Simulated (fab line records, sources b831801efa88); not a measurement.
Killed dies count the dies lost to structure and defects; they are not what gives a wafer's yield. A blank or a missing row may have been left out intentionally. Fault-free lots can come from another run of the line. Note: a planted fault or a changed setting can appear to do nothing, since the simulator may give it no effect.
fab line records	flow sky130
[record] lots = 14	wafers = 42	last-day = 50
route steps=708 shown SONOS_TUNNEL@162 POLY_GATE@205 LDD_LDN@300 CONTACT@421 PAD_OPEN@708
lots untouched by any fault: they come from a run of this same line in which no faults occurred
start-h: the number of hours between the record's first day and the start of the first shown wafer of the lot	wait-h: time in hours since the lot's previous step	" unchanged from the row above	L1.1+2: a row that stands for several wafers	- either no value or no given start	* or withheld: withheld	< > ~ a bound
route shown NAME@n: names a module that has steps shown in the file, with the first one's number in the route	usual: mean/standard deviation taken from wafers without a fault	same: alike in all rows	chamber/n: place in a boat	sites: each site's reading	_std_site: their standard deviation	_edge_site: mean of outer sites minus mean of inner sites	radius-mm: for every site, how far away it sits from the centre of the wafer	mask NAME#n: copy n	behind: the most recent tool/chamber to have shaped the wafer	hold: why the lot went on hold/how many hours it stayed there/how the hold came to an end	device: whichever transistor did not switch (one of n, p or np)	end of line: tests of these same wafers at the route's end	where a step has no rows: the recipe by itself	killed: at the first sort, the dies lost to defects and structure; wafer yield is something else	map: dies across one wafer; x = killed, . = not, _ = none there
set.NAME: the setting as run; set.NAME@STEP: as run at that earlier step	model.NAME: the simulator's own value behind a step, which no gauge read
one table for each step of the route and one row for each wafer, over a sample of lots
services: when a tool's chamber went out of use (start-h, in hours from the record's first day, below 0 if earlier), for how many hours, and the reason
[[steps]]
[step SKY_SONOS_TUNNEL_OVL_MEAS_08]
[usual] SONOS_TUNNEL_OVL = 0.5/1.2
lot.wafer	tool	chamber	start-h	wait-h	SONOS_TUNNEL_OVL[nm]
L766.3	overlay-01	-	254.92	0.1	-1.0
L766.4	"	-	"	"	0.2
L766.6	"	-	"	"	-1.8
L767.2	overlay-02	-	260.91	0.1	-1.2
L767.3	"	-	"	"	1.1
L767.5	"	-	"	"	2.2
L768.2	overlay-01	-	265.85	0.1	1.2
L768.4	"	-	"	"	0.5
L768.6	"	-	"	"	1.7
L771.2	overlay-01	-	287.87	0.1	-0.4
L771.3	"	-	"	"	-0.6
L771.5	"	-	"	"	-1.5
L773.1	overlay-01	-	301.22	0.1	-0.8
L773.5	"	-	"	"	-0.7
L773.6	"	-	"	"	0.4
L774.2	overlay-01	-	306.51	0.1	-1.2
L774.3	"	-	"	"	0.3
L774.5	"	-	"	"	-0.9
L775.1	overlay-01	-	317.42	0.1	0.0
L775.3	"	-	"	"	0.6
L775.5	"	-	"	"	1.0
L776.1	overlay-01	-	321.05	0.1	0.4
L776.4	"	-	"	"	1.9
L776.6	"	-	"	"	0.2
L777.1	overlay-01	-	330.70	0.1	-1.4
L777.4	"	-	"	"	0.2
L777.5	"	-	"	"	0.4
L785.1	overlay-01	-	394.30	0.1	3.0
L785.2	"	-	"	"	2.4
L785.3	"	-	"	"	1.3
L786.2	overlay-02	-	402.96	0.1	-0.4
L786.3	"	-	"	"	-1.3
L786.4	"	-	"	"	-0.4
L787.1	overlay-01	-	413.05	0.1	0.0
L787.3	"	-	"	"	0.3
L787.4	"	-	"	"	-1.0
L788.2	overlay-01	-	422.72	0.1	-0.6
L788.3	"	-	"	"	-0.1
L788.5	"	-	"	"	-0.2
L789.1	overlay-02	-	425.95	0.1	-1.4
L789.5	"	-	"	"	0.7
L789.6	"	-	"	"	1.7
[step SKY_POLY_GATE_THK_MEAS_01]
[recipe] reads = poly-Si_of_POLY_GATE_CVD_00
[usual] POLY_GATE_CVD_00_THK = 180.6/1.7
lot.wafer	tool	chamber	start-h	wait-h	POLY_GATE_CVD_00_THK[nm]
L766.3	film-metro-04	-	316.80	0.0	179.9
L766.4	"	-	"	"	181.6
L766.6	"	-	"	"	181.4
L767.2	film-metro-02	-	323.08	0.0	181.9
L767.3	"	-	"	"	182.2
L767.5	"	-	"	"	180.7
L768.2	film-metro-02	-	328.66	0.0	180.3
L768.4	"	-	"	"	181.4
L768.6	"	-	"	"	181.7
L771.2	film-metro-01	-	349.02	0.0	180.9
L771.3	"	-	"	"	181.4
L771.5	"	-	"	"	181.0
L773.1	film-metro-01	-	379.09	0.0	182.4
L773.5	"	-	"	"	181.7
L773.6	"	-	"	"	182.0
L774.2	film-metro-02	-	379.10	0.0	182.9
L774.3	"	-	"	"	181.4
L774.5	"	-	"	"	183.1
L775.1	film-metro-01	-	381.78	0.0	179.0
L775.3	"	-	"	"	180.6
L775.5	"	-	"	"	180.2
L776.1	film-metro-01	-	387.18	0.0	182.7
L776.4	"	-	"	"	183.2
L776.6	"	-	"	"	183.5
L777.1	film-metro-02	-	399.49	0.0	178.2
L777.4	"	-	"	"	180.4
L777.5	"	-	"	"	180.0
L785.1	film-metro-04	-	467.86	0.0	181.6
L785.2	"	-	"	"	181.4
L785.3	"	-	"	"	181.6
L786.2	film-metro-02	-	474.98	0.0	179.6
L786.3	"	-	"	"	180.4
L786.4	"	-	"	"	178.2
L787.1	film-metro-02	-	483.76	0.0	181.6
L787.3	"	-	"	"	182.5
L787.4	"	-	"	"	182.2
L788.2	film-metro-01	-	495.12	0.0	181.4
L788.3	"	-	"	"	181.2
L788.5	"	-	"	"	181.2
L789.1	film-metro-04	-	501.90	0.0	178.9
L789.5	"	-	"	"	180.7
L789.6	"	-	"	"	180.6
[step SKY_LDD_LDN_IMPLANT_11]
[recipe] species = As	energy-kev = 15	dose-cm2 = 1.25e+13	tilt-deg = withheld	rotation-deg = 293
[usual] dose-ions-cm2 = 1.2501e+13/1.3e+10	faraday-current-uA = 70.6/1.3
lot.wafer	tool	chamber	start-h	wait-h	dose-ions-cm2	faraday-current-uA
L766.3	implanter-03	0	530.42	0.1	1.2486e+13	73.4
L766.4	"	0	"	"	1.2489e+13	71.8
L766.6	"	0	"	"	1.2504e+13	70.1
L767.2	implanter-03	0	537.40	0.1	1.2497e+13	69.9
L767.3	"	0	"	"	1.2513e+13	70.6
L767.5	"	0	"	"	1.2482e+13	69.3
L768.2	implanter-02	0	541.90	0.1	1.2502e+13	69.8
L768.4	"	0	"	"	1.2506e+13	70.0
L768.6	"	0	"	"	1.2504e+13	69.5
L771.2	implanter-02	0	567.06	0.1	1.2501e+13	71.7
L771.3	"	0	"	"	1.2484e+13	72.5
L771.5	"	0	"	"	1.2505e+13	71.0
L773.1	implanter-01	0	599.87	0.1	1.25e+13	72.1
L773.5	"	0	"	"	1.2489e+13	70.8
L773.6	"	0	"	"	1.2485e+13	69.4
L774.2	implanter-03	0	600.76	0.1	1.2499e+13	68.8
L774.3	"	0	"	"	1.2519e+13	69.8
L774.5	"	0	"	"	1.2493e+13	73.1
L775.1	implanter-01	0	601.63	0.1	1.2479e+13	71.2
L775.3	"	0	"	"	1.2481e+13	70.2
L775.5	"	0	"	"	1.2495e+13	68.8
L776.1	implanter-01	0	605.67	0.1	1.3474e+13	74.8
L776.4	"	0	"	"	1.349e+13	74.6
L776.6	"	0	"	"	1.348e+13	76.7
L777.1	implanter-01	0	619.98	0.1	1.3492e+13	77.7
L777.4	"	0	"	"	1.3505e+13	76.4
L777.5	"	0	"	"	1.349e+13	74.4
L785.1	implanter-03	0	681.58	0.1	1.2499e+13	69.9
L785.2	"	0	"	"	1.2502e+13	71.9
L785.3	"	0	"	"	1.2504e+13	69.3
L786.2	implanter-03	0	690.20	0.1	1.2471e+13	70.0
L786.3	"	0	"	"	1.2482e+13	69.7
L786.4	"	0	"	"	1.2487e+13	68.3
L787.1	implanter-01	0	698.13	0.1	1.2502e+13	71.4
L787.3	"	0	"	"	1.2491e+13	69.8
L787.4	"	0	"	"	1.2508e+13	72.2
L788.2	implanter-01	0	706.40	0.1	1.2475e+13	72.7
L788.3	"	0	"	"	1.2495e+13	70.2
L788.5	"	0	"	"	1.2489e+13	71.3
L789.1	implanter-03	0	712.77	0.1	1.2498e+13	72.7
L789.5	"	0	"	"	1.2515e+13	69.7
L789.6	"	0	"	"	1.2495e+13	70.9
[step SKY_CONTACT_OVL_MEAS_15]
[usual] CONTACT_OVL = 0/4.4
lot.wafer	tool	chamber	start-h	wait-h	CONTACT_OVL[nm]
L766.3	overlay-01	-	740.13	0.1	-2
L766.4	"	-	"	"	-3
L766.6	"	-	"	"	0
L767.2	overlay-01	-	746.62	0.1	0
L767.3	"	-	"	"	4
L767.5	"	-	"	"	4
L768.2	overlay-02	-	750.91	0.1	0
L768.4	"	-	"	"	0
L768.6	"	-	"	"	-10
L771.2	overlay-02	-	772.71	0.1	-5
L771.3	"	-	"	"	2
L771.5	"	-	"	"	-4
L773.1	overlay-01	-	801.92	0.1	5
L773.5	"	-	"	"	10
L773.6	"	-	"	"	6
L774.2	overlay-01	-	804.06	0.1	-1
L774.3	"	-	"	"	-4
L774.5	"	-	"	"	-3
L775.1	overlay-02	-	804.92	0.1	5
L775.3	"	-	"	"	5
L775.5	"	-	"	"	1
L776.1	overlay-01	-	808.16	0.1	-1
L776.4	"	-	"	"	7
L776.6	"	-	"	"	5
L777.1	overlay-01	-	819.50	0.1	-9
L777.4	"	-	"	"	-1
L777.5	"	-	"	"	1
L785.1	overlay-02	-	875.46	0.1	0
L785.2	"	-	"	"	5
L785.3	"	-	"	"	4
L786.2	overlay-01	-	885.22	0.1	-4
L786.3	"	-	"	"	-5
L786.4	"	-	"	"	-2
L787.1	overlay-02	-	894.26	0.1	-3
L787.3	"	-	"	"	4
L787.4	"	-	"	"	-4
L788.2	overlay-02	-	899.06	0.1	4
L788.3	"	-	"	"	4
L788.5	"	-	"	"	3
L789.1	overlay-02	-	905.25	0.1	0
L789.5	"	-	"	"	9
L789.6	"	-	"	"	0
[step SKY_PAD_OPEN_PROBE_99]
[usual] killed_at_M0_to_M3 = 43/8	killed_at_M4_up = 2.9/1.6	killed-at-contacts = 26/5.2	killed-at-front-end = 15/4.3	killed-at-other = 0.3/0.56	killed-dies = 87/10	killed-on-rim = 17/3.7	killed-open = 48/6.9	killed-short = 40/6.5
[same] gross-dies = 492	killed-at-back-side = 0
lot.wafer	tool	chamber	start-h	wait-h	killed_at_M0_to_M3	killed_at_M4_up	killed-at-contacts	killed-at-front-end	killed-at-other	killed-dies	killed-on-rim	killed-open	killed-short
L767.2	prober-01	-	1084.07	0.1	26	5	21	16	0	68	12	38	30
L767.3	prober-01	-	1084.12	0.2	58	3	28	11	0	100	17	52	48
L767.5	prober-01	-	1084.22	0.2	53	3	21	20	0	97	18	59	38
L771.2	prober-01	-	1106.26	0.1	41	3	35	12	0	91	16	50	41
L771.3	prober-01	-	1106.31	0.2	50	2	26	17	0	95	26	48	47
L771.5	prober-01	-	1106.41	0.2	34	5	22	11	0	72	13	35	37
L774.2	prober-01	-	1127.84	0.1	48	5	22	21	0	96	21	47	49
L774.3	prober-01	-	1127.89	0.2	41	3	25	25	0	94	18	45	49
L774.5	prober-01	-	1127.99	0.2	29	1	22	8	2	62	10	32	30
L777.1	prober-02	-	1140.07	0.1	45	4	28	15	0	92	23	53	39
L777.4	prober-02	-	1140.22	0.2	36	3	26	17	1	83	20	40	43
L777.5	prober-02	-	1140.27	0.2	44	6	27	18	0	95	19	49	46
L785.1	prober-02	-	1178.15	0.1	31	1	27	18	1	78	16	35	43
L785.2	prober-02	-	1178.20	0.1	33	4	30	18	0	85	18	53	32
L785.3	prober-02	-	1178.25	0.2	28	3	29	15	0	75	14	43	32
L786.2	prober-01	-	1182.73	0.1	46	0	23	19	0	88	12	44	44
L786.3	prober-01	-	1182.78	0.2	48	3	16	15	0	82	14	47	35
L786.4	prober-01	-	1182.83	0.2	46	6	24	14	0	90	18	47	43
L787.1	prober-02	-	1188.11	0.1	48	7	20	19	0	94	20	44	50
L787.3	prober-02	-	1188.21	0.2	38	2	17	19	0	76	13	40	36
L787.4	prober-02	-	1188.26	0.2	38	2	23	15	2	80	14	52	28
L788.2	prober-01	-	1195.05	0.1	40	3	25	22	0	90	19	50	40
L788.3	prober-01	-	1195.10	0.2	51	1	21	16	0	89	15	54	35
L788.5	prober-01	-	1195.20	0.2	42	4	30	22	0	98	22	49	49
// killed by level:class
L767.2 CONTACT:geometric-particle:open=10 LI_CONTACT:geometric-particle:open=6 METAL1:geometric-particle:short=6 FIELD_ISO:geometric-particle:open=5 VIA2:geometric-particle:open=4 METAL4:geometric-particle:short=4 POLY_GATE:geometric-particle:open=3 SPACER:geometric-particle:open=3
L767.3 VIA3:geometric-particle:open=14 METAL1:geometric-particle:short=10 CONTACT:geometric-particle:open=9 LI_CONTACT:geometric-particle:open=7 VIA1:geometric-particle:open=7 FIELD_ISO:geometric-particle:short=6 VIA1:geometric-particle:short=6 METAL2:geometric-particle:short=5
L767.5 VIA1:geometric-particle:open=15 LI_CONTACT:geometric-particle:open=8 VIA3:geometric-particle:open=8 VIA2:geometric-particle:open=7 POLY_GATE:geometric-particle:open=5 CONTACT:geometric-particle:open=5 METAL1:geometric-particle:short=5 VIA1:geometric-particle:short=5
L771.2 CONTACT:geometric-particle:open=12 LI_CONTACT:geometric-particle:open=12 VIA1:geometric-particle:open=9 METAL2:geometric-particle:short=8 CONTACT:geometric-particle:short=6 VIA2:geometric-particle:open=5 FIELD_ISO:geometric-particle:open=4 VIA3:geometric-particle:short=4
L771.3 VIA1:geometric-particle:short=10 METAL2:geometric-particle:short=10 LI_CONTACT:geometric-particle:open=9 CONTACT:geometric-particle:open=9 VIA1:geometric-particle:open=9 FIELD_ISO:geometric-particle:open=5 POLY_GATE:geometric-particle:short=4 VIA3:geometric-particle:open=4
L771.5 LI_CONTACT:geometric-particle:open=8 CONTACT:geometric-particle:open=7 VIA1:geometric-particle:open=7 METAL3:geometric-particle:short=6 FIELD_ISO:geometric-particle:short=5 VIA2:geometric-particle:open=5 CONTACT:geometric-particle:short=4 VIA1:geometric-particle:short=4
L774.2 VIA1:geometric-particle:short=8 LI_CONTACT:geometric-particle:open=8 VIA1:geometric-particle:open=7 VIA2:geometric-particle:open=7 FIELD_ISO:geometric-particle:open=6 FIELD_ISO:geometric-particle:short=6 VIA3:geometric-particle:open=6 POLY_GATE:geometric-particle:open=5
L774.3 VIA1:geometric-particle:open=8 CONTACT:geometric-particle:open=7 FIELD_ISO:geometric-particle:short=6 VIA3:geometric-particle:open=6 LOCAL_INTERCONNECT:geometric-particle:short=6 CONTACT:geometric-particle:short=6 VIA1:geometric-particle:short=6 FIELD_ISO:geometric-particle:open=5
L774.5 CONTACT:geometric-particle:open=11 POLY_GATE:geometric-particle:short=6 VIA2:geometric-particle:short=6 VIA3:geometric-particle:open=5 CONTACT:geometric-particle:short=4 LI_CONTACT:geometric-particle:open=4 VIA1:geometric-particle:open=4 METAL2:geometric-particle:short=4
L777.1 VIA1:geometric-particle:open=12 CONTACT:geometric-particle:open=9 LI_CONTACT:geometric-particle:open=8 VIA2:geometric-particle:open=8 METAL2:geometric-particle:short=7 VIA3:geometric-particle:open=7 FIELD_ISO:geometric-particle:short=6 CONTACT:geometric-particle:short=6
L777.4 VIA3:geometric-particle:open=8 LI_CONTACT:geometric-particle:open=7 CONTACT:geometric-particle:open=7 CONTACT:geometric-particle:short=6 METAL2:geometric-particle:short=6 SPACER:geometric-particle:short=5 VIA1:geometric-particle:open=5 FIELD_ISO:geometric-particle:short=4
L777.5 VIA1:geometric-particle:open=10 LI_CONTACT:geometric-particle:open=9 CONTACT:geometric-particle:open=9 METAL2:geometric-particle:short=7 VIA3:geometric-particle:short=7 VIA2:geometric-particle:open=6 POLY_GATE:geometric-particle:open=5 METAL4:geometric-particle:short=5
L785.1 CONTACT:geometric-particle:open=10 FIELD_ISO:geometric-particle:short=8 LI_CONTACT:geometric-particle:open=6 CONTACT:geometric-particle:short=6 VIA1:geometric-particle:open=6 FIELD_ISO:geometric-particle:open=4 VIA1:geometric-particle:short=4 METAL2:geometric-particle:short=4
L785.2 VIA1:geometric-particle:open=11 CONTACT:geometric-particle:short=9 LI_CONTACT:geometric-particle:open=8 POLY_GATE:geometric-particle:open=7 CONTACT:geometric-particle:open=7 METAL1:geometric-particle:short=4 VIA2:geometric-particle:open=4 POLY_GATE:geometric-particle:short=3
L785.3 CONTACT:geometric-particle:open=10 POLY_GATE:geometric-particle:short=8 LI_CONTACT:geometric-particle:open=8 VIA1:geometric-particle:open=7 VIA3:geometric-particle:open=7 LI_CONTACT:geometric-particle:short=5 CONTACT:geometric-particle:short=5 VIA2:geometric-particle:open=3
L786.2 VIA1:geometric-particle:open=14 VIA1:geometric-particle:short=8 LI_CONTACT:geometric-particle:open=7 CONTACT:geometric-particle:short=6 CONTACT:geometric-particle:open=6 FIELD_ISO:geometric-particle:short=5 FIELD_ISO:geometric-particle:open=5 POLY_GATE:geometric-particle:short=4
L786.3 VIA1:geometric-particle:open=18 VIA3:geometric-particle:open=8 VIA1:geometric-particle:short=7 FIELD_ISO:geometric-particle:short=6 CONTACT:geometric-particle:open=6 FIELD_ISO:geometric-particle:open=5 LI_CONTACT:geometric-particle:open=5 METAL2:geometric-particle:short=4
L786.4 VIA1:geometric-particle:open=12 VIA2:geometric-particle:open=10 CONTACT:geometric-particle:open=8 LOCAL_INTERCONNECT:geometric-particle:short=7 METAL2:geometric-particle:short=6 POLY_GATE:geometric-particle:open=5 METAL1:geometric-particle:short=5 LI_CONTACT:geometric-particle:open=4
L787.1 VIA1:geometric-particle:open=9 VIA2:geometric-particle:open=7 CONTACT:geometric-particle:open=7 METAL2:geometric-particle:short=7 VIA3:geometric-particle:short=7 LI_CONTACT:geometric-particle:open=6 METAL4:geometric-particle:short=6 METAL1:geometric-particle:short=5
L787.3 METAL1:geometric-particle:short=8 VIA1:geometric-particle:open=7 CONTACT:geometric-particle:open=7 FIELD_ISO:geometric-particle:short=6 SPACER:geometric-particle:open=6 VIA1:geometric-particle:short=6 VIA2:geometric-particle:open=5 FIELD_ISO:geometric-particle:open=3
L787.4 VIA1:geometric-particle:open=11 CONTACT:geometric-particle:open=10 VIA2:geometric-particle:open=8 VIA3:geometric-particle:open=8 LI_CONTACT:geometric-particle:open=6 FIELD_ISO:geometric-particle:short=4 POLY_GATE:geometric-particle:short=4 LOCAL_INTERCONNECT:geometric-particle:short=4
L788.2 VIA1:geometric-particle:open=14 CONTACT:geometric-particle:open=10 LOCAL_INTERCONNECT:geometric-particle:short=6 METAL1:geometric-particle:short=6 VIA3:geometric-particle:open=6 FIELD_ISO:geometric-particle:short=4 FIELD_ISO:geometric-particle:open=4 POLY_GATE:geometric-particle:short=4
L788.3 CONTACT:geometric-particle:open=11 VIA3:geometric-particle:open=11 METAL2:geometric-particle:short=9 VIA1:geometric-particle:open=9 POLY_GATE:geometric-particle:open=5 FIELD_ISO:geometric-particle:short=4 LI_CONTACT:geometric-particle:open=4 CONTACT:geometric-particle:short=4
L788.5 CONTACT:geometric-particle:open=11 LI_CONTACT:geometric-particle:open=9 CONTACT:geometric-particle:short=7 VIA3:geometric-particle:open=6 METAL1:geometric-particle:short=6 VIA1:geometric-particle:short=6 METAL2:geometric-particle:short=6 POLY_GATE:geometric-particle:open=5
[[services]]
tool	chamber	start-h	hours	kind
implanter-03	-	513.18	2.9	repair
implanter-02	-	532.77	1.0	repair
implanter-02	-	586.41	19.1	pm
implanter-01	-	612.25	3.3	pm
implanter-02	-	625.89	4.9	repair
implanter-02	-	626.31	4.2	repair
implanter-01	-	653.19	0.6	repair
implanter-01	-	674.57	3.0	pm
implanter-01	-	698.36	3.8	repair
[[key]]
[first-sign] step = SKY_LDD_LDN_IMPLANT_11	reading = dose-ions-cm2	direction = up	sigmas = 75	usual = *	struck = *
[effect] step = SKY_LDD_LDN_IMPLANT_11	reading = faraday-current-uA	direction = up	sigmas = 3.9	usual = 70.6	struck = 75.8
met-at SKY_LDD_LDN_IMPLANT_11
struck-lots L776,L777
tester-left-out L776,L777
not-acting-at SKY_SONOS_TUNNEL_OVL_MEAS_08,SKY_POLY_GATE_THK_MEAS_01,SKY_CONTACT_OVL_MEAS_15
onset-between 601.63 605.67
[fault] kind = process-parameter-drift	tool = implanter-01	chamber = -	onset-h = 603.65	steps = SKY_LDD_LDN_IMPLANT_11	channel = dose-cm2	offset = *	shape = step	end-h = 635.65	acts-in = *	stated = *
// tester-left-out: of these lots the tester's yield and bins aren't shown, on N5 and GAA mostly nor the transistor test; their killed dies are dies lost to structure and defects alone, not to doping, threshold or leakage, so they don't give the yield
